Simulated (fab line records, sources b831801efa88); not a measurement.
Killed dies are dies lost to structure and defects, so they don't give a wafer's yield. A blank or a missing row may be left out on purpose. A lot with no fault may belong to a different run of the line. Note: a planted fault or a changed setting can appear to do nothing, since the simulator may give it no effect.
fab line records ; flow sky130
record lots=7; wafers=21; lastDay=50
route steps=708 shown POLY_GATE@236 LDD_N@237 LDD_P@255 PAD_OPEN@708
lots with no fault: from the same line, run without faults
startH: hours from the record's first day to the start of the lot's first wafer shown ; waitH: hours elapsed since this lot's preceding step ; " same as the row above ; L1.1+2: one row covering several wafers at once ; - no value, or no start given ; * or withheld: withheld ; < > ~ a bound
route shown NAME@n: a module of which the file shows steps, and the number in the route of the first ; usual: average and standard deviation across the fault-free wafers ; same: alike in all rows ; chamber/n: place in a boat ; sites: readings site by site ; _std_site: how widely they spread, as a standard deviation ; _edge_site: inner sites' mean taken away from outer sites' mean ; radiusMm: how far each site lies from the wafer's centre ; mask NAME#n: copy n ; behind: the last tool/chamber to shape the wafer ; hold: what put the lot on hold/how long, in hours/how the hold closed ; device: names the non-switching transistor (n, p or np) ; end of line: tests of these same wafers at the route's end ; step lacking rows: just its recipe ; killed: the dies lost at the first sort to structure and to defects; this is not the yield of the wafer ; map: the dies of a wafer, with x for killed, . for not killed, _ for no die there
set.NAME: the run value of the setting; set.NAME@STEP: its run value at that earlier step ; model.NAME: the simulator's own value behind a step, which no gauge read
lots seen at some steps along the route; tables by step, rows by wafer
services: the hour from which a tool's chamber was out of use, counted from the record's first day as startH (under 0 if before that day), plus the number of hours and why
## steps
# step SKY_POLY_GATE_CD_MEAS_22
# usual cdNm=149.7/2.7
lot.wafer;tool;chamber;startH;waitH;cdNm
L492.2;cdSem-02;-;399.41;0.1;147.5
L492.4;cdSem-02;-;399.41;0.1;152.8
L492.6;cdSem-02;-;399.41;0.1;150.8
L493.1;cdSem-02;-;402.71;0.1;152.5
L493.3;cdSem-02;-;402.71;0.1;154.9
L493.6;cdSem-02;-;402.71;0.1;153.8
L497.1;cdSem-02;-;443.59;0.1;148.9
L497.3;cdSem-02;-;443.59;0.1;151.6
L497.5;cdSem-02;-;443.59;0.1;148.9
L498.1;cdSem-02;-;456.80;0.1;148.5
L498.2;cdSem-02;-;456.80;0.1;146.6
L498.6;cdSem-02;-;456.80;0.1;149.2
L503.2;cdSem-01;-;498.49;0.1;147.2
L503.5;cdSem-01;-;498.49;0.1;148.0
L503.6;cdSem-01;-;498.49;0.1;147.0
L507.1;cdSem-01;-;532.46;0.1;145.2
L507.3;cdSem-01;-;532.46;0.1;146.2
L507.6;cdSem-01;-;532.46;0.1;146.1
L510.2;cdSem-01;-;558.28;0.1;148.3
L510.3;cdSem-01;-;558.28;0.1;148.6
L510.6;cdSem-01;-;558.28;0.1;149.6
# step SKY_LDD_N_DEHYDRATE_00
# recipe tempC=200; timeS=60
# step SKY_LDD_N_HMDS_01
# recipe primeTimeS=60; primeTempC=120
# step SKY_LDD_N_COAT_02
# recipe resist=NOVOLAK; spinRpm=3000; resistThkNm=300
# step SKY_LDD_N_SOFTBAKE_03
# recipe tempC=90; timeS=60; resist=NOVOLAK
# step SKY_LDD_N_EXPOSE_04
# recipe maskId=NTM; targetCdNm=840; na=0.6; sourceShape=conventional; sigmaOuter=0.6; doseMj=110
# step SKY_LDD_N_PEB_05
# recipe tempC=withheld; timeS=*; resist=NOVOLAK
# step SKY_LDD_N_DEVELOP_06
# recipe developTimeS=60; devTempC=23
# step SKY_LDD_N_OVL_MEAS_07
# usual LDD_N_OVL=0.1/1.5
lot.wafer;tool;chamber;startH;waitH;LDD_N_OVL[nm]
L492.2;overlay-01;-;429.82;0.1;1.2
L492.4;overlay-01;-;429.82;0.1;2.1
L492.6;overlay-01;-;429.82;0.1;0.4
L493.1;overlay-01;-;432.46;0.1;1.1
L493.3;overlay-01;-;432.46;0.1;-0.2
L493.6;overlay-01;-;432.46;0.1;0.4
L497.1;overlay-02;-;474.71;0.1;0.4
L497.3;overlay-02;-;474.71;0.1;-0.4
L497.5;overlay-02;-;474.71;0.1;-1.7
L498.1;overlay-01;-;487.31;0.1;0.3
L498.2;overlay-01;-;487.31;0.1;0.6
L498.6;overlay-01;-;487.31;0.1;-0.3
L503.2;overlay-01;-;529.02;0.1;-1.2
L503.5;overlay-01;-;529.02;0.1;0.4
L503.6;overlay-01;-;529.02;0.1;-0.7
L507.1;overlay-01;-;562.56;0.1;1.9
L507.3;overlay-01;-;562.56;0.1;1.4
L507.6;overlay-01;-;562.56;0.1;0.0
L510.2;overlay-01;-;586.56;0.1;0.9
L510.3;overlay-01;-;586.56;0.1;-0.6
L510.6;overlay-01;-;586.56;0.1;2.0
# step SKY_LDD_N_IMPLANT_08
# recipe species=As; energyKev=20; doseCm2=7.662e+13; tiltDeg=withheld; rotationDeg=23
# step SKY_LDD_N_IMPLANT_09
# recipe species=As; energyKev=20; doseCm2=7.5e+13; tiltDeg=withheld; rotationDeg=113
# step SKY_LDD_N_IMPLANT_10
# recipe species=As; energyKev=20; doseCm2=7.5e+13; tiltDeg=withheld; rotationDeg=203
# step SKY_LDD_N_IMPLANT_11
# recipe species=As; energyKev=20; doseCm2=7.5e+13; tiltDeg=withheld; rotationDeg=293
# usual endStationPressureTorr=5.32e-06/2.6e-07; rotationDeg=293.00/0.062
lot.wafer;tool;chamber;startH;waitH;endStationPressureTorr;rotationDeg
L492.2;implanter-03;0;430.32;0.1;5.53e-06;293.00
L492.4;implanter-03;0;430.32;0.1;5.42e-06;293.07
L492.6;implanter-03;0;430.32;0.1;5.08e-06;293.05
L493.1;implanter-02;0;432.95;0.1;4.85e-06;293.06
L493.3;implanter-02;0;432.95;0.1;5e-06;292.94
L493.6;implanter-02;0;432.95;0.1;5.4e-06;293.06
L493.1;implanter-02;0;433.27;0.3;5.97e-06;292.91
L493.3;implanter-02;0;433.27;0.3;5.34e-06;292.98
L493.6;implanter-02;0;433.27;0.3;5.59e-06;292.98
L497.1;implanter-02;0;475.20;0.1;5.11e-06;293.10
L497.3;implanter-02;0;475.20;0.1;5.2e-06;293.10
L497.5;implanter-02;0;475.20;0.1;4.97e-06;293.01
L498.1;implanter-04;0;487.79;0.1;4.7e-06;292.96
L498.2;implanter-04;0;487.79;0.1;5.35e-06;293.03
L498.6;implanter-04;0;487.79;0.1;5.55e-06;293.05
L498.1;implanter-04;0;488.11;0.3;5.21e-06;292.97
L498.2;implanter-04;0;488.11;0.3;5.31e-06;292.97
L498.6;implanter-04;0;488.11;0.3;5.56e-06;293.04
L503.2;implanter-04;0;529.52;0.1;5.54e-06;292.99
L503.5;implanter-04;0;529.52;0.1;5.05e-06;292.99
L503.6;implanter-04;0;529.52;0.1;5.49e-06;292.97
L503.2;implanter-04;0;529.84;0.3;5.04e-06;292.98
L503.5;implanter-04;0;529.84;0.3;5.21e-06;292.98
L503.6;implanter-04;0;529.84;0.3;5.16e-06;292.89
L507.1;implanter-02;0;563.05;0.1;5.68e-06;292.96
L507.3;implanter-02;0;563.05;0.1;5.29e-06;292.97
L507.6;implanter-02;0;563.05;0.1;5.17e-06;293.00
L510.2;implanter-03;0;587.07;0.1;5.22e-06;292.91
L510.3;implanter-03;0;587.07;0.1;5.35e-06;293.01
L510.6;implanter-03;0;587.07;0.1;5.16e-06;292.96
# step SKY_LDD_N_IMPLANT_12
# recipe species=BF2; energyKev=50; doseCm2=5e+12; tiltDeg=30; rotationDeg=0
# step SKY_LDD_N_IMPLANT_13
# recipe species=BF2; energyKev=50; doseCm2=5e+12; tiltDeg=30; rotationDeg=90
# step SKY_LDD_N_IMPLANT_14
# recipe species=BF2; energyKev=50; doseCm2=5e+12; tiltDeg=30; rotationDeg=180
# step SKY_LDD_N_IMPLANT_15
# recipe species=BF2; energyKev=50; doseCm2=5e+12; tiltDeg=30; rotationDeg=270
# step SKY_LDD_N_STRIP_16
# recipe chemistry=O2/N2; powerW=1400; pressureMtorr=1500; platenTempC=withheld; o2FlowSccm=3000; n2FlowSccm=300; overashFraction=0.5
# usual drypumpMotorCurrentA=6.0/0.4; oesProductAu=0.407/0.0046; stripTimeToEndpointS=4.325/0.014
lot.wafer;tool;chamber;startH;waitH;drypumpMotorCurrentA;oesProductAu;rfHoursCounterH;stripTimeToEndpointS
L492.2;plasmaAsher-02;1;431.05;0.1;6.5;0.399;74;4.307
L492.4;plasmaAsher-02;0;431.05;0.1;5.8;0.414;-;4.323
L492.6;plasmaAsher-02;0;431.05;0.1;5.8;0.413;-;4.322
L493.1;plasmaAsher-02;1;434.02;0.1;6.4;0.406;74;4.532
L493.3;plasmaAsher-02;0;434.02;0.1;5.8;0.410;-;4.527
L493.6;plasmaAsher-02;1;434.02;0.1;6.4;0.405;-;4.523
L497.1;plasmaAsher-03;0;475.95;0.1;5.9;0.410;67;4.328
L497.3;plasmaAsher-03;1;475.95;0.1;6.0;0.403;-;4.332
L497.5;plasmaAsher-03;0;475.95;0.1;6.0;0.406;-;4.312
L498.1;plasmaAsher-02;0;488.86;0.1;5.8;0.403;80;4.522
L498.2;plasmaAsher-02;1;488.86;0.1;6.5;0.397;80;4.543
L498.6;plasmaAsher-02;1;488.86;0.1;6.4;0.409;-;4.526
L503.2;plasmaAsher-04;0;530.56;0.1;6.3;0.407;42;4.520
L503.5;plasmaAsher-04;0;530.56;0.1;6.3;0.403;-;4.518
L503.6;plasmaAsher-04;1;530.56;0.1;5.0;0.408;-;4.530
L507.1;plasmaAsher-03;1;563.80;0.1;6.0;0.409;76;4.324
L507.3;plasmaAsher-03;1;563.80;0.1;6.0;0.403;-;4.321
L507.6;plasmaAsher-03;1;563.80;0.1;6.0;0.413;-;4.333
L510.2;plasmaAsher-02;1;587.79;0.1;6.5;0.415;91;4.318
L510.3;plasmaAsher-02;1;587.79;0.1;6.4;0.404;-;4.337
L510.6;plasmaAsher-02;1;587.79;0.1;6.4;0.403;-;4.305
# step SKY_LDD_N_TW_MEAS_17
# usual LDD_N_TW=2595/13
lot.wafer;tool;chamber;startH;waitH;LDD_N_TW
L492.2;filmMetro-01;-;431.16;0.1;2590
L492.4;filmMetro-01;-;431.16;0.1;2594
L492.6;filmMetro-01;-;431.16;0.1;2599
L493.1;filmMetro-02;-;434.12;0.1;2715
L493.3;filmMetro-02;-;434.12;0.1;2716
L493.6;filmMetro-02;-;434.12;0.1;2712
L493.1;filmMetro-02;-;434.34;0.2;2726
L493.3;filmMetro-02;-;434.34;0.2;2717
L493.6;filmMetro-02;-;434.34;0.2;2703
L497.1;filmMetro-03;-;476.05;0.1;2605
L497.3;filmMetro-03;-;476.05;0.1;2593
L497.5;filmMetro-03;-;476.05;0.1;2601
L498.1;filmMetro-02;-;488.96;0.1;2713
L498.2;filmMetro-02;-;488.96;0.1;2705
L498.6;filmMetro-02;-;488.96;0.1;2725
L498.1;filmMetro-02;-;489.19;0.2;2712
L498.2;filmMetro-02;-;489.19;0.2;2702
L498.6;filmMetro-02;-;489.19;0.2;2700
L503.2;filmMetro-03;-;530.67;0.1;2671
L503.5;filmMetro-03;-;530.67;0.1;2681
L503.6;filmMetro-03;-;530.67;0.1;2681
L503.2;filmMetro-03;-;530.90;0.2;2673
L503.5;filmMetro-03;-;530.90;0.2;2679
L503.6;filmMetro-03;-;530.90;0.2;2673
L507.1;filmMetro-01;-;563.90;0.1;2589
L507.3;filmMetro-01;-;563.90;0.1;2584
L507.6;filmMetro-01;-;563.90;0.1;2575
L510.2;filmMetro-02;-;587.90;0.1;2610
L510.3;filmMetro-02;-;587.90;0.1;2608
L510.6;filmMetro-02;-;587.90;0.1;2594
# step SKY_LDD_P_DEHYDRATE_00
# recipe tempC=200; timeS=60
# step SKY_PAD_OPEN_PROBE_99
# usual killed_at_M0_to_M3=42/7.6; killed_at_M4_up=3.4/2; killedAtContacts=24/5.9; killedAtFrontEnd=16/4.5; killedAtOther=0.4/0.58; killedDies=86/10; killedOnRim=17/4.2; killedOpen=47/7.6; killedShort=39/6.7
# same grossDies=492; killedAtBackSide=0
lot.wafer;tool;chamber;startH;waitH;killed_at_M0_to_M3;killed_at_M4_up;killedAtContacts;killedAtFrontEnd;killedAtOther;killedDies;killedOnRim;killedOpen;killedShort;model.etest.tipN.rsOhmSq;model.etest.nfet_01v8_turned.driveUaUm;model.etest.nfet_01v8_lvt.vtSatV;model.etest.nfet_01v8_turned.vtSatV;model.etest.nfet_01v8.vtSatV
L492.2;prober-02;-;1096.83;0.1;41;2;30;19;1;93;17;46;46;438;493;0.5349;0.662;0.654
L492.4;prober-02;-;1096.93;0.2;46;3;26;12;0;87;21;51;34;437.2;486;0.5418;0.6585;0.6545
L492.6;prober-02;-;1097.03;0.2;41;8;31;24;1;105;17;54;47;440.9;501.4;0.532;0.6526;0.6476
L493.1;prober-02;-;1102.68;0.1;41;2;16;17;0;76;13;46;29;383.4;533.3;0.5007;0.6238;0.6187
L493.3;prober-02;-;1102.78;0.2;57;4;30;11;0;102;16;47;55;384.2;520.9;0.5147;0.6307;0.6282
L493.6;prober-02;-;1102.93;0.2;33;0;23;16;0;72;16;43;29;385.4;530;0.5096;0.6243;0.6228
L497.1;prober-02;-;1130.08;0.1;64;0;21;18;1;104;31;55;49;438.7;509.7;0.5374;0.6445;0.6487
L497.3;prober-02;-;1130.18;0.2;39;4;31;17;1;92;16;55;36;437.7;500.5;0.5364;0.6459;0.6511
L497.5;prober-02;-;1130.28;0.2;34;4;21;6;2;67;15;38;27;436.3;509.4;0.5374;0.6442;0.6408
L498.1;prober-02;-;1131.87;0.1;48;5;28;10;0;91;27;58;33;384.3;513.9;0.5194;0.6354;0.6343
L498.2;prober-02;-;1131.92;0.1;44;4;25;14;1;88;20;55;31;387.4;521.5;0.5198;0.6302;0.633
L498.6;prober-02;-;1132.12;0.2;41;3;26;27;1;98;18;54;43;384.9;517;0.5194;0.6329;0.6344
L503.2;prober-02;-;1160.31;0.1;49;4;20;14;0;87;15;53;34;389.8;506;0.5188;0.6333;0.6371
L503.5;prober-02;-;1160.46;0.2;38;3;16;15;0;72;14;32;40;388.1;508.3;0.5136;0.6316;0.6354
L503.6;prober-02;-;1160.51;0.2;34;3;15;23;1;76;12;47;28;389.6;517.5;0.5062;0.6248;0.6293
L507.1;prober-02;-;1179.83;0.1;42;6;31;15;0;94;13;55;39;442.2;503.6;0.5193;0.6447;0.646
L507.3;prober-02;-;1179.93;0.2;48;1;18;23;0;90;17;52;38;442.5;521.1;0.5036;0.6316;0.6293
L507.6;prober-02;-;1180.08;0.2;39;2;27;13;0;81;18;37;44;440.1;515.6;0.5167;0.6318;0.6323
L510.2;prober-02;-;1193.63;0.1;48;0;28;12;0;88;13;47;41;438.6;497.2;0.5429;0.6534;0.6542
L510.3;prober-02;-;1193.68;0.2;51;5;17;16;0;89;21;44;45;442.7;494;0.5387;0.6509;0.6484
L510.6;prober-02;-;1193.83;0.2;40;5;22;22;0;89;17;49;40;446.5;504;0.5365;0.65;0.6516
# killed by level:class
L492.2 LI_CONTACT:geometricParticle:open=12 VIA3:geometricParticle:open=9 VIA1:geometricParticle:open=8 METAL2:geometricParticle:short=6 LOCAL_INTERCONNECT:geometricParticle:short=6 POLY_GATE:geometricParticle:short=5 LI_CONTACT:geometricParticle:short=5 CONTACT:geometricParticle:open=5
L492.4 CONTACT:geometricParticle:open=11 VIA1:geometricParticle:open=10 VIA3:geometricParticle:open=8 VIA2:geometricParticle:open=6 LI_CONTACT:geometricParticle:open=5 CONTACT:geometricParticle:short=5 VIA3:geometricParticle:short=5 FIELD_ISO:geometricParticle:open=4
L492.6 CONTACT:geometricParticle:open=11 VIA1:geometricParticle:open=11 VIA3:geometricParticle:open=9 FIELD_ISO:geometricParticle:short=7 LOCAL_INTERCONNECT:geometricParticle:short=6 POLY_GATE:geometricParticle:short=5 POLY_GATE:geometricParticle:open=5 LI_CONTACT:geometricParticle:open=5
L493.1 VIA1:geometricParticle:open=10 VIA2:geometricParticle:open=7 VIA3:geometricParticle:open=6 CONTACT:geometricParticle:open=5 METAL2:geometricParticle:short=5 LI_CONTACT:geometricParticle:open=4 METAL1:geometricParticle:short=4 FIELD_ISO:geometricParticle:short=3
L493.3 VIA1:geometricParticle:open=17 VIA1:geometricParticle:short=10 LI_CONTACT:geometricParticle:short=7 LOCAL_INTERCONNECT:geometricParticle:short=7 CONTACT:geometricParticle:short=6 VIA2:geometricParticle:open=6 VIA3:geometricParticle:open=5 FIELD_ISO:geometricParticle:short=4
L493.6 CONTACT:geometricParticle:open=10 VIA1:geometricParticle:open=10 FIELD_ISO:geometricParticle:open=6 LI_CONTACT:geometricParticle:open=6 FIELD_ISO:geometricParticle:short=5 METAL2:geometricParticle:short=5 VIA3:geometricParticle:open=5 LOCAL_INTERCONNECT:geometricParticle:short=4
L497.1 VIA1:geometricParticle:open=15 METAL2:geometricParticle:short=8 VIA3:geometricParticle:open=8 LI_CONTACT:geometricParticle:open=7 CONTACT:geometricParticle:open=7 VIA2:geometricParticle:open=7 FIELD_ISO:geometricParticle:short=6 VIA3:geometricParticle:short=6
L497.3 CONTACT:geometricParticle:open=16 VIA1:geometricParticle:open=11 VIA3:geometricParticle:open=8 POLY_GATE:geometricParticle:open=6 LOCAL_INTERCONNECT:geometricParticle:short=5 CONTACT:geometricParticle:short=5 VIA2:geometricParticle:open=5 FIELD_ISO:geometricParticle:short=4
L497.5 VIA1:geometricParticle:open=9 LI_CONTACT:geometricParticle:open=7 CONTACT:geometricParticle:open=7 VIA2:geometricParticle:open=6 METAL2:geometricParticle:short=4 VIA1:geometricParticle:short=3 CONTACT:geometricParticle:short=3 METAL4:geometricParticle:short=3
L498.1 VIA1:geometricParticle:open=11 VIA3:geometricParticle:open=11 LI_CONTACT:geometricParticle:open=10 CONTACT:geometricParticle:open=8 VIA2:geometricParticle:open=8 VIA2:geometricParticle:short=6 POLY_GATE:geometricParticle:short=4 CONTACT:geometricParticle:short=4
L498.2 VIA1:geometricParticle:open=16 CONTACT:geometricParticle:open=11 LI_CONTACT:geometricParticle:open=7 METAL2:geometricParticle:short=6 CONTACT:geometricParticle:short=5 VIA1:geometricParticle:short=5 VIA3:geometricParticle:open=5 FIELD_ISO:geometricParticle:open=4
L498.6 LI_CONTACT:geometricParticle:open=13 VIA1:geometricParticle:open=9 POLY_GATE:geometricParticle:short=8 VIA3:geometricParticle:open=7 CONTACT:geometricParticle:open=6 METAL1:geometricParticle:short=6 VIA1:geometricParticle:short=6 FIELD_ISO:geometricParticle:short=5
L503.2 VIA1:geometricParticle:open=13 VIA3:geometricParticle:open=11 CONTACT:geometricParticle:open=9 LI_CONTACT:geometricParticle:open=5 VIA1:geometricParticle:short=5 VIA2:geometricParticle:open=5 METAL3:geometricParticle:short=4 VIA3:geometricParticle:short=4
L503.5 VIA1:geometricParticle:open=12 METAL1:geometricParticle:short=7 LOCAL_INTERCONNECT:geometricParticle:short=5 VIA2:geometricParticle:open=5 POLY_GATE:geometricParticle:short=4 CONTACT:geometricParticle:short=4 VIA1:geometricParticle:short=4 FIELD_ISO:geometricParticle:open=3
L503.6 VIA1:geometricParticle:open=8 FIELD_ISO:geometricParticle:short=8 CONTACT:geometricParticle:open=7 FIELD_ISO:geometricParticle:open=6 LI_CONTACT:geometricParticle:open=6 VIA2:geometricParticle:open=6 METAL1:geometricParticle:short=5 POLY_GATE:geometricParticle:open=3
L507.1 CONTACT:geometricParticle:open=10 VIA1:geometricParticle:open=9 VIA2:geometricParticle:open=9 POLY_GATE:geometricParticle:open=7 LI_CONTACT:geometricParticle:open=7 VIA3:geometricParticle:open=7 METAL4:geometricParticle:short=6 LOCAL_INTERCONNECT:geometricParticle:short=6
L507.3 VIA1:geometricParticle:open=10 FIELD_ISO:geometricParticle:short=9 VIA3:geometricParticle:open=9 FIELD_ISO:geometricParticle:open=7 CONTACT:geometricParticle:open=7 LI_CONTACT:geometricParticle:open=6 METAL2:geometricParticle:short=6 VIA2:geometricParticle:open=5
L507.6 CONTACT:geometricParticle:open=9 METAL2:geometricParticle:short=8 CONTACT:geometricParticle:short=7 VIA1:geometricParticle:open=7 VIA2:geometricParticle:open=7 LI_CONTACT:geometricParticle:open=6 METAL1:geometricParticle:short=5 FIELD_ISO:geometricParticle:open=4
L510.2 LI_CONTACT:geometricParticle:open=12 VIA1:geometricParticle:open=11 METAL1:geometricParticle:short=11 VIA3:geometricParticle:open=8 LOCAL_INTERCONNECT:geometricParticle:short=5 VIA1:geometricParticle:short=5 FIELD_ISO:geometricParticle:open=4 POLY_GATE:geometricParticle:short=4
L510.3 CONTACT:geometricParticle:open=11 VIA1:geometricParticle:open=10 VIA3:geometricParticle:open=9 FIELD_ISO:geometricParticle:short=7 METAL1:geometricParticle:short=7 METAL2:geometricParticle:short=7 VIA1:geometricParticle:short=4 VIA3:geometricParticle:short=4
L510.6 VIA1:geometricParticle:open=11 LI_CONTACT:geometricParticle:open=10 METAL1:geometricParticle:short=9 FIELD_ISO:geometricParticle:short=7 VIA3:geometricParticle:open=7 CONTACT:geometricParticle:open=6 METAL2:geometricParticle:short=6 POLY_GATE:geometricParticle:open=5
## services
tool;chamber;startH;hours;kind
implanter-04;-;416.91;4.8;repair
implanter-04;-;420.06;2.9;repair
implanter-04;-;427.78;9.8;repair
implanter-03;-;449.61;8.6;repair
implanter-03;-;475.29;1.8;repair
plasmaAsher-02;-;555.53;0.7;repair
implanter-03;-;556.89;4.3;repair
plasmaAsher-03;-;558.32;0.5;repair
plasmaAsher-02;-;582.49;1.9;repair
## key
firstSign step=SKY_LDD_N_IMPLANT_11; reading=visit; direction=added
effect step=SKY_LDD_N_STRIP_16; reading=stripTimeToEndpointS; direction=up; sigmas=14; usual=*; struck=*
effect step=SKY_LDD_N_TW_MEAS_17; reading=visit; direction=added
effect step=SKY_LDD_N_TW_MEAS_17; reading=LDD_N_TW; direction=up; sigmas=7.9; usual=2595; struck=2702
modelEffect step=SKY_PAD_OPEN_PROBE_99; value=etest.tipN.rsOhmSq; without=439.2; struck=386.3
metAt SKY_LDD_N_IMPLANT_11
struckWafers L493.1,L493.3,L493.6,L498.1,L498.2,L498.6,L503.2,L503.5,L503.6
testerLeftOut L493,L498,L503
fault kind=repeatedStepWhole; tool=implanter-02,implanter-03,implanter-04; chamber=-; onsetH=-; steps=SKY_LDD_N_IMPLANT_11; times=1; scope=struckLotsOnly
# testerLeftOut: of these lots the tester's yield and bins aren't shown, on N5 and GAA mostly nor the transistor test; their killed dies are dies lost to structure and defects alone, not to doping, threshold or leakage, so they don't give the yield
